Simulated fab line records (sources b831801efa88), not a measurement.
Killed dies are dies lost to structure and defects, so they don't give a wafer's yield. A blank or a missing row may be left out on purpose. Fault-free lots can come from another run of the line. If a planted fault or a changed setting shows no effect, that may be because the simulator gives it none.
Struck lot and sound lot, side by side + flow sky130 + 17 steps out of a route of 708
Sound: wafers L784.2, L784.3, L784.5. Wafers struck: L788.1, L788.3, L788.4. The cause is given at the end.
Each step with rows lists, per side, the tool, then ch with its chambers, then its first start. Under that, the readings that differ: sound wafers + struck wafers + difference of the means + sigmas: that difference in standard deviations of wafers without a fault.
alike: words and numbers the same on both sides, and readings whose means are apart by under 2 such deviations; not compared: readings that were withheld, readings missing a value for some wafer, numbers with overlapping values and no deviation given by the record, and bounds like >300 which may hide the same value.
A row with sigmas, a row that says differs or no value, or rows on one side alone: a step with any of these is where the two part. Non-overlapping numbers with no deviation appear without sigmas and do not part them. A reading that every wafer of one side lacks parts them only if that side has two wafers or more.

SKY_LDD_P_OVL_MEAS_08:
  struck on overlay-01, day 21 06:54; sound on overlay-02, day 19 18:35
  alike: LDD_P_OVL
then, 1 step without rows for these wafers: SKY_LDD_P_IMPLANT_09.
SKY_LDD_P_STRIP_10: strips in O2/N2.
  sound on plasma-asher-03 ch 0, day 19 18:46; struck on plasma-asher-02 ch 0,1, day 21 07:07
| reading                     | sound          | struck         | difference | sigmas |
|-----------------------------|----------------|----------------|------------|--------|
| drypump-motor-current-A (A) | 5.22 5.22 5.20 | 6.12 5.76 6.12 | +0.79      | +3     |
  alike: chamber-pressure-mTorr, oes-product-au, strip-time-to-endpoint-s
  not compared: rf-hours-counter-h
SKY_LDD_P_TW_MEAS_11:
  struck on film-metro-02, day 21 07:13; sound on film-metro-01, day 19 18:52
  alike: LDD_P_TW
then, 7 steps without rows for these wafers: SKY_LDD_HVN_DEHYDRATE_00 (time 60 s); SKY_LDD_HVN_HMDS_01 (prime time 60 s); SKY_LDD_HVN_COAT_02 (resist thk 300 nm); SKY_LDD_HVN_SOFTBAKE_03 (time 60 s); SKY_LDD_HVN_EXPOSE_04 (exposes mask HVNTM, target cd 700 nm); SKY_LDD_HVN_PEB_05; SKY_LDD_HVN_DEVELOP_06 (develop time 60 s).
SKY_LDD_HVN_OVL_MEAS_07:
  struck on overlay-02, day 22 13:07; sound on overlay-01, day 21 02:17
  alike: LDD_HVN_OVL
SKY_LDD_HVN_IMPLANT_08:
  sound on implanter-03 ch 0, day 21 02:20; struck on implanter-02 ch 0, day 22 13:09
| reading                   | sound                | struck               | difference | sigmas      |
|---------------------------|----------------------|----------------------|------------|-------------|
| beam-energy-keV           | 59.966 59.975 59.973 | 77.541 77.540 77.560 | +17.576    | +99 or more |
| model.implant.rp-nm (nm)  | 55.85 55.85 55.85    | 71.72 71.72 71.72    | +15.87     |             |
| model.implant.drp-nm (nm) | 28.15 28.15 28.15    | 35.11 35.11 35.11    | +6.96      |             |
  alike: end-station-pressure-torr, tilt-deg
SKY_LDD_HVN_STRIP_09: strips in O2/N2.
  sound on plasma-asher-03 ch 0,1, day 21 02:28; struck on plasma-asher-03 ch 0,1, day 22 13:18
  alike: chamber-pressure-mTorr, drypump-motor-current-A, oes-product-au, strip-time-to-endpoint-s
  not compared: rf-hours-counter-h
SKY_LDD_HVN_TW_MEAS_10:
  struck on film-metro-02, day 22 13:24; sound on film-metro-03, day 21 02:35
| reading    | sound          | struck         | difference | sigmas |
|------------|----------------|----------------|------------|--------|
| LDD_HVN_TW | 1438 1437 1429 | 1542 1544 1553 | +112       | +13    |
then, 1 step without rows for these wafers: SKY_LDD_HVP_DEHYDRATE_00 (time 60 s).
-- a jump in the record: the struck wafers' starts before and after are 25 days apart (it breaks off in module LDD_HVP and resumes in module PAD_OPEN, where the first step shown is number 708 of the route) --
SKY_PAD_OPEN_PROBE_99:
  struck on prober-01, day 47 14:04; sound on prober-01, day 46 12:19
| reading                                 | sound                | struck               | difference | sigmas |
|-----------------------------------------|----------------------|----------------------|------------|--------|
| model.etest.tip_n_5v.rs-ohm-sq          | 1376 1376 1397       | 1247 1245 1248       | -136       |        |
| model.etest.nfet-g5v0d10v5.r-on-ohm-um  | 1843 1852 1850       | 1764 1768 1810       | -68        |        |
| model.etest.nfet-g5v0d10v5.drive-ua-um  | 629.7 627.9 625      | 655.7 657.6 640      | +23.6      |        |
| model.etest.nfet-g5v0d10v5.vt-sat-v (V) | 0.746 0.7398 0.7555  | 0.7009 0.7068 0.7061 | -0.0425    |        |
| model.etest.nfet-g5v0d10v5.vt-v (V)     | 0.8047 0.7962 0.8084 | 0.7752 0.7786 0.7794 | -0.0254    |        |
  alike: killed_at_M0_to_M3, killed_at_M4_up, killed-at-contacts, killed-at-front-end, killed-at-other, killed-dies, killed-open, killed-short

WHERE THEY PART
First at SKY_LDD_P_STRIP_10; last, within this record, at SKY_LDD_HVN_TW_MEAS_10. Later steps at which nothing parts them and some readings are alike: SKY_PAD_OPEN_PROBE_99.

WHY: whatever the simulator had introduced
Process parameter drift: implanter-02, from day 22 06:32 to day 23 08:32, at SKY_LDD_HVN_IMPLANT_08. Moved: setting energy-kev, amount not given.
